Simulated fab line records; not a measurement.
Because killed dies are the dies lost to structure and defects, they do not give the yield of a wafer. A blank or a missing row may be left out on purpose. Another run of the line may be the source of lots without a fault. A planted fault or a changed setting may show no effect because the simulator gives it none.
The tool behind it: which one? ; flow gf180mcu ; 13 lots with 39 wafers sampled at 2 steps, on a route of 602 steps

WHAT THE GAUGES READ, wafer by wafer
GF_V2_CD_MEAS_14: target cd 260 nm.
lot;measured;on;cdNm (nm)
L418;day 20 11:38;cdSem-01;258.0 258.4 258.0
L420;day 21 01:48;cdSem-02;262.3 261.1 260.1
L421;day 21 11:36;cdSem-01;258.9 259.1 259.0
L422;day 21 23:23;cdSem-02;260.3 258.9 260.1
L423;day 22 09:04;cdSem-02;260.8 261.4 261.5
L424;day 22 10:28;cdSem-02;257.7 258.0 257.9
L427;day 23 14:15;cdSem-01;259.1 258.4 259.2
L434;day 26 04:03;cdSem-01;257.7 257.7 257.6
L437;day 26 22:07;cdSem-02;261.2 261.9 261.3
L438;day 27 04:06;cdSem-01;262.8 262.8 263.1
L439;day 27 11:47;cdSem-02;258.7 259.0 259.8
L440;day 27 20:22;cdSem-02;259.4 259.6 260.7
L441;day 27 22:23;cdSem-01;260.6 259.8 259.9

EACH LOT AND THE TOOL THAT RAN IT (in order: tool; ch and the chambers of the sampled wafers; start)
lot;GF_POLY_GATE_CVD_00
L418;lpcvd-02 ch 1, day 8 11:28
L420;lpcvd-01 ch 0, day 8 23:29
L421;lpcvd-01 ch 1, day 9 07:52
L422;lpcvd-02 ch 1, day 9 14:17
L423;lpcvd-01 ch 1, day 9 21:44
L424;lpcvd-01 ch 0, day 10 01:02
L427;lpcvd-01 ch 0, day 10 22:53
L434;lpcvd-02 ch 0, day 13 02:25
L437;lpcvd-02 ch 0, day 13 22:50
L438;lpcvd-02 ch 1, day 14 03:10
L439;lpcvd-02 ch 0, day 14 11:07
L440;lpcvd-02 ch 1, day 14 17:38
L441;lpcvd-01 ch 0, day 15 00:58
- GF_POLY_GATE_CVD_00: deposits poly-Si, target thk 200 nm, time 1200 s.

AS READ BY THE TOOLS THEMSELVES (means over the sampled wafers that have a number; for cases with no such wafer, the mark the record gives instead)
The record holds no such reading with a usual standard deviation.

THE ANSWER, worked out from the rows above alone
Rule: the usual values come from the lots themselves. The widest of any qualifying gaps counts: lots, ordered by their means at a reading, are off when they make up no more than a third of the lots, leave a main group of 4 or more, and stand apart from it by 3 or more times the standard deviation of that group's means. A main group is skipped when, at the precision printed for the reading in the tables above, its means are all equal. A lot without any number at a reading at which 4 lots or more have one is off too. All remaining lots with rows at the step are treated as sound. First the gauges in route order, then the tools' own readings, where a lot's mean is used as printed above. The first step at which some lot is off is used, and at that step the reading that is off furthest; a lot without a number counts as furthest.
None of the lots is off at any reading shown; this tells nothing.

WHAT THE SIMULATOR PUT IN
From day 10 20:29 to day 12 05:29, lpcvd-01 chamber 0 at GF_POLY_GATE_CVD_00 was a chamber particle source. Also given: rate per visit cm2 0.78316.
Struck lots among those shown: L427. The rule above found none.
